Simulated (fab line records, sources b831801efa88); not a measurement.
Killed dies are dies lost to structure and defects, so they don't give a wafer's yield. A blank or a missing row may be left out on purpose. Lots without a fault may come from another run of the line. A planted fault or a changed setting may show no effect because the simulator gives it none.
Which tool did it? | flow sky130 | 14 lots, 42 wafers sampled, at 3 steps of a route of 708

WHAT THE GAUGES READ, wafer by wafer
SKY_NWELL_THK_MEAS_02.
lot  | measured    | on            | NWELL_OXIDATION_THK (nm)
L548 | day 2 21:50 | film_metro-02 | 9.83 9.98 10.15
L549 | day 3 08:56 | film_metro-02 | 10.07 9.94 9.90
L550 | day 3 08:58 | film_metro-04 | 9.93 9.95 10.12
L551 | day 3 15:20 | film_metro-02 | 9.89 10.03 10.04
L553 | day 4 01:23 | film_metro-02 | 9.92 9.90 10.07
L554 | day 4 05:59 | film_metro-04 | 10.14 10.13 9.99
L555 | day 4 11:54 | film_metro-02 | 9.97 9.88 10.04
L556 | day 4 18:20 | film_metro-02 | 10.15 10.17 9.97
L557 | day 4 22:40 | film_metro-04 | 10.07 10.01 10.10
L565 | day 6 15:47 | film_metro-01 | 9.76 9.92 9.85
L566 | day 6 23:16 | film_metro-04 | 10.01 9.88 9.83
L567 | day 7 00:49 | film_metro-01 | 10.07 10.14 10.01
L568 | day 7 06:04 | film_metro-01 | 10.10 10.16 10.11
L569 | day 7 12:09 | film_metro-04 | 9.80 9.66 9.55

SKY_VT_ADJUST_HVTR_OVL_MEAS_08.
lot  | measured     | on         | VT_ADJUST_HVTR_OVL (nm)
L548 | day 10 04:22 | overlay-02 | -0.2 -0.6 -1.3
L549 | day 10 18:55 | overlay-01 | 1.4 1.6 -0.8
L550 | day 10 20:02 | overlay-02 | -0.6 1.0 0.5
L551 | day 11 06:17 | overlay-02 | 0.2 0.7 2.2
L553 | day 11 19:08 | overlay-01 | -1.3 -0.4 -1.2
L554 | day 11 23:16 | overlay-01 | -0.1 2.1 0.9
L555 | day 12 08:31 | overlay-02 | -1.4 -0.2 -1.8
L556 | day 12 17:14 | overlay-01 | 2.0 2.3 0.4
L557 | day 12 23:56 | overlay-01 | -2.1 -0.8 0.7
L565 | day 15 10:55 | overlay-01 | 0.2 2.3 1.7
L566 | day 15 20:35 | overlay-01 | -1.7 -2.8 -1.3
L567 | day 15 21:43 | overlay-01 | 2.6 0.6 3.1
L568 | day 16 05:20 | overlay-02 | -0.8 0.7 1.0
L569 | day 16 13:22 | overlay-02 | -1.0 -0.9 -0.8

WHICH TOOL RAN EACH LOT (tool, then ch and the chambers of the sampled wafers, then the start)
lot  | SKY_VT_ADJUST_HVTP_IMPLANT_09
L548 | implanter-04 ch 0, day 6 15:28
L549 | implanter-04 ch 0, day 7 04:55
L550 | implanter-02 ch 0, day 7 05:20
L551 | implanter-02 ch 0, day 7 12:55
L553 | implanter-02 ch 0, day 7 23:56
L554 | implanter-04 ch 0, day 8 04:17
L555 | implanter-04 ch 0, day 8 12:01
L556 | implanter-04 ch 0, day 8 19:50
L557 | implanter-01 ch 0, day 9 00:59
L565 | implanter-01 ch 0, day 11 05:19
L566 | implanter-01 ch 0, day 11 14:11
L567 | implanter-02 ch 0, day 11 15:43
L568 | implanter-02 ch 0, day 11 22:39
L569 | implanter-02 ch 0, day 12 05:49
- SKY_VT_ADJUST_HVTP_IMPLANT_09

WHAT THE TOOLS THEMSELVES READ (means of the sampled wafers that have a number; where no wafer has one, the mark that the record gives instead)
SKY_VT_ADJUST_HVTP_IMPLANT_09.
lot  | tool         | beam_energy_keV
L548 | implanter-04 | 149.96
L549 | implanter-04 | 149.90
L550 | implanter-02 | 150.05
L551 | implanter-02 | 150.07
L553 | implanter-02 | 149.96
L554 | implanter-04 | 150.08
L555 | implanter-04 | 150.01
L556 | implanter-04 | 150.01
L557 | implanter-01 | 149.95
L565 | implanter-01 | 158.61
L566 | implanter-01 | 158.73
L567 | implanter-02 | 149.95
L568 | implanter-02 | 149.97
L569 | implanter-02 | 149.99

THE ANSWER, worked out from the rows above alone
Rule: what is usual is taken from the lots themselves. Put in order of their means at a reading, lots are off if they are a third of the lots or fewer, leave a main group of 4 or more, and stand apart from it by a gap of 3 or more times the standard deviation of the main group's means; of several such gaps the widest counts. A main group whose means are all the same, to the digits that the tables above print for the reading, isn't used. A lot without any number at a reading at which 4 lots or more have one is off too. The other lots that the step has rows for count as sound. The gauges are gone through in route order, then the tools' own readings, and for those a lot's mean is taken as printed above. The first step at which some lot is off is used, and at that step the reading that is off furthest; a lot without a number counts as furthest.
Off: L565, L566, at SKY_VT_ADJUST_HVTP_IMPLANT_09 (beam_energy_keV). The main group: mean 149.99, standard deviation 0.052.
A tool fits if, at that step or a process step before it, it ran every lot that is off, and no sound lot after the first of them. One fits: implanter-01 at SKY_VT_ADJUST_HVTP_IMPLANT_09. Its last sound lot is L557 (day 9 00:59), its first lot that is off L565 (day 11 05:19): a fault that began between those two fits.
The tool's own readings at SKY_VT_ADJUST_HVTP_IMPLANT_09 bear it out: on the lots that are off they differ by more than 5 times the standard deviation of the sound lots' means. beam_energy_keV reads 158.67 there against 149.99 on the sound lots.

WHAT THE SIMULATOR HAD PUT IN
Process parameter drift: implanter-01, from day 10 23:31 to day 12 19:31, at SKY_VT_ADJUST_HVTP_IMPLANT_09. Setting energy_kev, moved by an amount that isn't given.
Lots struck among those shown: L565, L566. The rule above found the same.
